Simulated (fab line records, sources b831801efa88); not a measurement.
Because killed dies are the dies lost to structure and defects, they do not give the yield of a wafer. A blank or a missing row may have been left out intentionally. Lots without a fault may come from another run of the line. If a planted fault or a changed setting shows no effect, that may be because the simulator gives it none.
Which of the tools did it? | flow gf180mcu | 11 lots, 33 wafers sampled, at 6 steps of a route of 602

== WHAT THE GAUGES READ, wafer by wafer ==
GF_M2_CD_MEAS_14: the cd target is 280 nm.
lot  | measured     | on        | cd nm (nm)
L517 | day 19 16:19 | cd sem-02 | 280.3 280.3 279.0
L519 | day 20 10:46 | cd sem-02 | 281.6 279.9 280.2
L520 | day 20 21:52 | cd sem-02 | 279.8 280.5 280.6
L522 | day 21 15:05 | cd sem-01 | 280.7 281.6 281.5
L523 | day 22 03:14 | cd sem-02 | 279.7 280.3 281.6
L530 | day 24 16:46 | cd sem-02 | 279.8 279.8 279.6
L531 | day 24 21:11 | cd sem-01 | 278.8 279.5 280.3
L532 | day 25 05:49 | cd sem-02 | 280.7 281.1 280.4
L535 | day 26 03:30 | cd sem-01 | 279.7 279.1 280.6
L537 | day 26 15:05 | cd sem-01 | 278.1 277.1 279.4
L539 | day 27 10:56 | cd sem-01 | 280.9 280.9 281.3

GF_M2_OVL_MEAS_15.
lot  | measured     | on         | M2_OVL (nm)
L517 | day 19 16:25 | overlay-01 | 14 12 17
L519 | day 20 10:53 | overlay-02 | 2 -3 -7
L520 | day 20 21:58 | overlay-02 | 14 9 16
L522 | day 21 15:12 | overlay-01 | 4 7 2
L523 | day 22 03:22 | overlay-01 | 7 13 9
L530 | day 24 16:52 | overlay-01 | -2 -4 -3
L531 | day 24 21:16 | overlay-02 | 6 5 9
L532 | day 25 05:55 | overlay-01 | 3 3 8
L535 | day 26 03:37 | overlay-02 | -2 6 3
L537 | day 26 15:13 | overlay-02 | 13 14 9
L539 | day 27 11:04 | overlay-02 | 10 15 8

GF_V2_RS_MEAS_24: measures by four-point-probe.
lot  | measured     | on            | V2_W_RS (ohm/sq)
L517 | day 20 19:21 | film metro-02 | 0.323 0.321 0.319
L519 | day 21 13:45 | film metro-01 | 0.326 0.331 0.332
L520 | day 22 00:17 | film metro-01 | 0.322 0.324 0.320
L522 | day 22 17:42 | film metro-01 | 0.330 0.319 0.326
L523 | day 23 05:36 | film metro-02 | 0.329 0.320 0.317
L530 | day 25 17:08 | film metro-02 | 0.394 0.394 0.389
L531 | day 25 20:53 | film metro-01 | 0.327 0.334 0.328
L532 | day 26 04:44 | film metro-01 | 0.386 0.383 0.393
L535 | day 27 03:02 | film metro-01 | 0.333 0.327 0.334
L537 | day 27 14:33 | film metro-02 | 0.323 0.332 0.330
L539 | day 28 12:20 | film metro-02 | 0.324 0.330 0.330

GF_V2_THK_MEAS_25: measures by xrf.
lot  | measured     | on            | V2_W_THK (nm)
L517 | day 20 19:28 | film metro-02 | 351 353 355
L519 | day 21 13:52 | film metro-01 | 347 343 341
L520 | day 22 00:24 | film metro-01 | 358 356 360
L522 | day 22 17:49 | film metro-01 | 349 363 352
L523 | day 23 05:43 | film metro-02 | 341 352 356
L530 | day 25 17:15 | film metro-02 | 289 288 293
L531 | day 25 20:58 | film metro-01 | 352 343 351
L532 | day 26 04:50 | film metro-01 | 300 301 293
L535 | day 27 03:09 | film metro-01 | 344 348 341
L537 | day 27 14:40 | film metro-02 | 349 338 340
L539 | day 28 12:27 | film metro-02 | 348 341 342

== WHAT TOOL EACH LOT RAN ON (gives the tool, then ch and the chambers of the sampled wafers, and finally the start) ==
lot  | GF_V1_CMP_26                  | GF_V2_CVD_23
L517 | cmp-01 ch 1,3, day 18 15:15   | cvd w-02 ch 0, day 20 19:09
L519 | cmp-01 ch 1,2,3, day 19 09:14 | cvd w-01 ch 0,1, day 21 13:38
L520 | cmp-02 ch 0,1, day 19 20:36   | cvd w-02 ch 1, day 22 00:10
L522 | cmp-02 ch 2,3, day 20 13:50   | cvd w-02 ch 0,1, day 22 17:35
L523 | cmp-01 ch 0,1,3, day 21 02:10 | cvd w-02 ch 0,1, day 23 05:29
L530 | cmp-02 ch 0,1,3, day 23 17:33 | cvd w-02 ch 0,1, day 25 17:01
L531 | cmp-01 ch 0,3, day 23 22:26   | cvd w-01 ch 0,1, day 25 20:44
L532 | cmp-01 ch 0,1, day 24 07:42   | cvd w-02 ch 0,1, day 26 04:36
L535 | cmp-01 ch 0,2,3, day 25 06:15 | cvd w-01 ch 0,1, day 27 02:55
L537 | cmp-02 ch 0,2,3, day 25 18:03 | cvd w-01 ch 0,1, day 27 14:26
L539 | cmp-01 ch 0,1,3, day 26 13:48 | cvd w-01 ch 0,1, day 28 12:10
- GF_V1_CMP_26: polishes, stops on SiO2, t overpolish 15 s, target thk 0 nm.
- GF_V2_CVD_23: deposits W, target thk 350 nm, time 104.94 s.

== WHAT THE TOOLS THEMSELVES READ (means of the sampled wafers that have a number; where no wafer has one, the mark that the record gives instead) ==
GF_V1_CMP_26.
lot  | tool   | motor current A (A) | overpolish run s (s) | time to endpoint s (s)
L517 | cmp-01 | 12.2                | 14.995               | 80
L519 | cmp-01 | 11.6                | 14.997               | 79
L520 | cmp-02 | 11.4                | 14.996               | 87
L522 | cmp-02 | 11.5                | 15.002               | 85
L523 | cmp-01 | 11.7                | 14.994               | 85
L530 | cmp-02 | 11.0                | 15.005               | 90
L531 | cmp-01 | 11.7                | 14.999               | 91
L532 | cmp-01 | 10.3                | 14.997               | 86
L535 | cmp-01 | 11.4                | 14.994               | 84
L537 | cmp-02 | 10.6                | 15.003               | 87
L539 | cmp-01 | 11.8                | 15.001               | 87

GF_V2_CVD_23.
lot  | tool     | chamber pressure Torr (Torr) | heater power w (W) | susceptor temp C (C)
L517 | cvd w-02 | 40.11                        | 873                | 400.17
L519 | cvd w-01 | 39.99                        | 866                | 399.91
L520 | cvd w-02 | 39.92                        | 993                | 399.94
L522 | cvd w-02 | 40.05                        | 904                | 400.11
L523 | cvd w-02 | 40.03                        | 947                | 400.05
L530 | cvd w-02 | 40.05                        | 870                | 390.63
L531 | cvd w-01 | 39.92                        | 845                | 400.16
L532 | cvd w-02 | 40.05                        | 869                | 390.70
L535 | cvd w-01 | 40.11                        | 851                | 400.18
L537 | cvd w-01 | 40.06                        | 877                | 399.72
L539 | cvd w-01 | 40.02                        | 873                | 400.15

== THE ANSWER, worked out from the rows above alone ==
Rule: the lots themselves supply what counts as usual. Put in order of their means at a reading, lots are off if they are a third of the lots or fewer, leave a main group of 4 or more, and stand apart from it by a gap of 3 or more times the standard deviation of the main group's means; of several such gaps the widest counts. A main group whose means are all the same, to the digits that the tables above print for the reading, isn't used. A lot without any number at a reading at which 4 lots or more have one is off too. Any other lot the step has rows for is counted as sound. First the gauges in route order, then the tools' own readings, where a lot's mean is used as printed above. The first step at which some lot is off is used, and at that step the reading that is off furthest; a lot without a number counts as furthest.
Off: L530, L532, seen at GF_V2_RS_MEAS_24 (V2_W_RS). Mean 0.326 ohm/sq and standard deviation 0.0037 in the main group.
If a tool, at a process step before that reading, ran all the lots that are off and no sound lot after the first of them, it fits. The gauges at GF_V2_RS_MEAS_24 aren't tried: what is off there is off at GF_V2_CVD_23 too, on other tools, and a gauge's error can't cause that. One candidate fits, namely cvd w-02 at GF_V2_CVD_23. Its last sound lot is L523 (day 23 05:29), its first lot that is off L530 (day 25 17:01): a fault that began between those two fits.
On the lots that are off, the tool's own readings at GF_V2_CVD_23 differ by more than 5 times the standard deviation of the sound lots' means, which bears it out; susceptor temp C reads 390.66 C there versus 400.04 C on the sound lots.

== WHAT THE SIMULATOR PUT IN ==
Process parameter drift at GF_V2_CVD_23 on cvd w-02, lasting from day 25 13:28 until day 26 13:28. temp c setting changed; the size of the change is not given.
Lots struck among those shown: L530, L532. This agrees with what the rule above found.
